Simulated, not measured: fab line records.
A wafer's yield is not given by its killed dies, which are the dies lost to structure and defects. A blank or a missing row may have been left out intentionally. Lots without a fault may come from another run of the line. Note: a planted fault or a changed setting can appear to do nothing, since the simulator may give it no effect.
What tool caused it? / flow sky130 / 18 wafers sampled from 6 lots at 1 step of a route of 708

WHAT THE GAUGES SHOWED, per wafer
SKY_FIELD_ISO_BOW_MEAS_00.
lot=L973; measured=day 1 20:02; on=filmMetro-04; INCOMING_BOW (um)=-1 6 -1
lot=L976; measured=day 2 11:00; on=filmMetro-04; INCOMING_BOW (um)=5 7 -6
lot=L981; measured=day 3 12:00; on=filmMetro-01; INCOMING_BOW (um)=10 -2 -6
lot=L984; measured=day 4 03:00; on=filmMetro-04; INCOMING_BOW (um)=6 6 -3
lot=L991; measured=day 5 14:02; on=filmMetro-01; INCOMING_BOW (um)=-2 -10 2
lot=L993; measured=day 6 00:00; on=filmMetro-02; INCOMING_BOW (um)=15 5 3

WHAT TOOL EACH LOT RAN ON (gives the tool, then ch and the chambers of the sampled wafers, and finally the start)
There is no process step in the record ahead of these readings.

THE ANSWER, worked out from the rows above alone
Rule: usual is defined by the lots themselves. Put in order of their means at a reading, lots are off if they are a third of the lots or fewer, leave a main group of 4 or more, and stand apart from it by a gap of 3 or more times the standard deviation of the main group's means; of several such gaps the widest counts. A main group whose means are all the same, to the digits that the tables above print for the reading, isn't used. Also off: a lot with no number at a reading for which 4 or more lots have one. All remaining lots with rows at the step are treated as sound.
Across all readings shown, no lot is off: no conclusion can be drawn from this.

WHAT WAS PUT IN BY THE SIMULATOR
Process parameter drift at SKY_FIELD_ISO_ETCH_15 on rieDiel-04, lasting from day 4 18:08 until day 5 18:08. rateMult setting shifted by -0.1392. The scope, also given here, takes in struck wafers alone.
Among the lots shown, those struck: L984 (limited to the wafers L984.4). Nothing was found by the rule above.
